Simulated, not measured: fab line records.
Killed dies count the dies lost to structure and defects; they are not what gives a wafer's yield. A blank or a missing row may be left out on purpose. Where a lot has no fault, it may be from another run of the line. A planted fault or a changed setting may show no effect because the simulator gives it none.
Which tool did it? :: flow gf180mcu :: 6 lots, 18 wafers sampled, at 2 steps of a route of 602

== WHAT THE GAUGES READ, wafer by wafer ==
GF_PSD_CD_MEAS_07: the cd target is 400 nm.
lot: L287
measured: day 14 23:14
on: cdSem-01
cdNm (nm): 396.7 400.2 398.5

lot: L293
measured: day 17 12:16
on: cdSem-01
cdNm (nm): 399.2 400.3 400.4

lot: L298
measured: day 19 01:31
on: cdSem-02
cdNm (nm): 401.3 398.0 399.9

lot: L302
measured: day 20 07:17
on: cdSem-01
cdNm (nm): 401.6 400.2 402.0

lot: L304
measured: day 21 00:50
on: cdSem-02
cdNm (nm): 394.8 396.7 398.2

lot: L306
measured: day 21 13:50
on: cdSem-01
cdNm (nm): 402.1 403.3 405.1

== WHAT TOOL EACH LOT RAN ON (gives the tool, then ch and the chambers of the sampled wafers, and finally the start) ==
lot: L287
GF_PSD_EXPOSE_04: ilineStepper-02 ch 0, day 14 12:28

lot: L293
GF_PSD_EXPOSE_04: ilineStepper-02 ch 0, day 17 01:27

lot: L298
GF_PSD_EXPOSE_04: ilineStepper-02 ch 0, day 18 13:56

lot: L302
GF_PSD_EXPOSE_04: ilineStepper-02 ch 0, day 19 18:52

lot: L304
GF_PSD_EXPOSE_04: ilineStepper-02 ch 0, day 20 13:13

lot: L306
GF_PSD_EXPOSE_04: ilineStepper-02 ch 0, day 21 02:02
- GF_PSD_EXPOSE_04: exposes mask Pplus, target cd 400 nm.

== THE ANSWER, worked out from the rows above alone ==
Rule: the usual values come from the lots themselves. The widest of any qualifying gaps counts: lots, ordered by their means at a reading, are off when they make up no more than a third of the lots, leave a main group of 4 or more, and stand apart from it by 3 or more times the standard deviation of that group's means. A main group is skipped when, at the precision printed for the reading in the tables above, its means are all equal. A lot without any number at a reading at which 4 lots or more have one is off too. Any other lot the step has rows for is counted as sound.
No lot is off at any reading shown: from this, nothing can be told.

== WHAT THE SIMULATOR HAD INSERTED ==
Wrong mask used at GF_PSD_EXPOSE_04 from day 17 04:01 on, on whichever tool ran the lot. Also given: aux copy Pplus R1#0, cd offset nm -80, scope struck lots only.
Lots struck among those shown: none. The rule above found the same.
